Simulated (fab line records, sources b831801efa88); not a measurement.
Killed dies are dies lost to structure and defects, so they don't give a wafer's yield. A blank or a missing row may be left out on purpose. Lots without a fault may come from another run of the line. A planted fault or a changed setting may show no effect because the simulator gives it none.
A struck lot beside a sound one | flow sky130 | 18 steps out of a route of 708
Sound: wafers L109.3, L109.5, L109.6. Struck: wafers L113.1, L113.2, L113.4. The cause comes at the end.
At each step with rows: each side's tool, then ch and its chambers, then its first start. Under that, the readings that differ: sound wafers | struck wafers | difference of the means | sigmas: that difference in standard deviations of wafers without a fault.
alike: readings whose means differ by less than 2 such deviations, and words and numbers that are the same on both sides. not compared: withheld readings, readings that some wafer has no value for, bounds like >300 that may hide the same value, and numbers for which the record gives no deviation and whose values overlap.
The two part at a step that has a row with sigmas, a row that says differs or no value, or rows on one side only. Numbers that don't overlap but have no deviation are shown without sigmas and don't part them. A reading that every wafer of one side lacks parts them only if that side has two wafers or more.

first, 2 steps without rows for these wafers: SKY_GATE_OXIDE_CLEAN_00 (cleans in SC1/SC2, time 150 s); SKY_GATE_OXIDE_OXIDATION_01 (stabilise 600 s, purge 300 s, target thk 10.268 nm).
SKY_GATE_OXIDE_THK_MEAS_02:
  sound on film_metro-03, day 17 05:29; struck on film_metro-02, day 18 11:43
  alike: GATE_OXIDE_OXIDATION_00_THK
then, 7 steps without rows for these wafers: SKY_GATE_OXIDE_DEHYDRATE_03 (time 60 s); SKY_GATE_OXIDE_HMDS_04 (prime time 60 s); SKY_GATE_OXIDE_COAT_05 (resist thk 1140 nm); SKY_GATE_OXIDE_SOFTBAKE_06 (time 60 s); SKY_GATE_OXIDE_EXPOSE_07 (exposes mask LVOM, target cd 600 nm); SKY_GATE_OXIDE_PEB_08; SKY_GATE_OXIDE_DEVELOP_09 (develop time 60 s).
SKY_GATE_OXIDE_OVL_MEAS_10:
  sound on overlay-01, day 18 10:20; struck on overlay-02, day 19 17:59
  reading             | sound         | struck      | difference | sigmas
  GATE_OXIDE_OVL (nm) | -0.3 -1.5 0.1 | 2.9 1.3 3.1 | +3.0       | +2
then, 1 step without rows for these wafers: SKY_GATE_OXIDE_IMPLANT_11.
SKY_GATE_OXIDE_WET_ETCH_12: etches SiO2 in dHF, target depth 16.8 nm, time 336 s.
  sound on wet_bench-04 ch 0, day 18 10:31; struck on wet_bench-04 ch 3, day 19 18:10
  reading                                    | sound             | struck            | difference | sigmas
  run_length_s (s)                           | 369 369 369       | 114 114 114       | -255       | -77
  model.SiO2_of_FIELD_ISO_CVD_24.thk_nm (nm) | 366.6 367.5 366.8 | 379.4 378.4 380.1 | +12.3      |
SKY_GATE_OXIDE_STRIP_13: strips in O2/N2.
  sound on plasma_asher-04 ch 0,1, day 18 10:40; struck on plasma_asher-02 ch 0,1, day 19 18:16
  reading                     | sound          | struck         | difference | sigmas
  drypump_motor_current_A (A) | 6.16 6.15 5.83 | 5.56 5.83 5.55 | -0.40      | -2
  alike: oes_product_au, strip_time_to_endpoint_s
  not compared: rf_hours_counter_h
SKY_GATE_OXIDE_TW_MEAS_14:
  sound on film_metro-03, day 18 10:45; struck on film_metro-02, day 19 18:22
  alike: GATE_OXIDE_TW
SKY_GATE_OXIDE_CLEAN_15: cleans in SC1/SC2, time 150 s.
  sound on wet_bench-04 ch 1, day 18 10:47; struck on wet_bench-01 ch 0, day 19 18:26
  reading                                    | sound             | struck            | difference | sigmas
  model.SiO2_of_FIELD_ISO_CVD_24.thk_nm (nm) | 365.9 366.8 366.1 | 378.8 377.7 379.4 | +12.4      |
then, 1 step without rows for these wafers: SKY_GATE_OXIDE_OXIDATION_16 (stabilise 600 s, purge 300 s, target thk 3.57 nm).
-- the record jumps here: 30 days lie between the struck wafers' starts before and after (it left off in module GATE_OXIDE and takes up again in module PAD_OPEN, whose first step shown is number 708 of the route) --
SKY_PAD_OPEN_PROBE_99:
  sound on prober-01, day 48 19:41; struck on prober-02, day 49 23:50
  reading             | sound    | struck      | difference | sigmas
  killed_at_front_end | 13 22 18 | 418 416 419 | +400       | +98
  killed_dies         | 72 96 84 | 492 492 492 | +408       | +43
  killed_on_rim       | 11 13 18 | 96 96 96    | +82        | +22
  alike: killed_at_M0_to_M3, killed_at_M4_up, killed_at_contacts, killed_at_other, killed_open, killed_short

WHERE THEY PART
First at SKY_GATE_OXIDE_OVL_MEAS_10; last, within this record, at SKY_PAD_OPEN_PROBE_99.

WHY: what the simulator had put in
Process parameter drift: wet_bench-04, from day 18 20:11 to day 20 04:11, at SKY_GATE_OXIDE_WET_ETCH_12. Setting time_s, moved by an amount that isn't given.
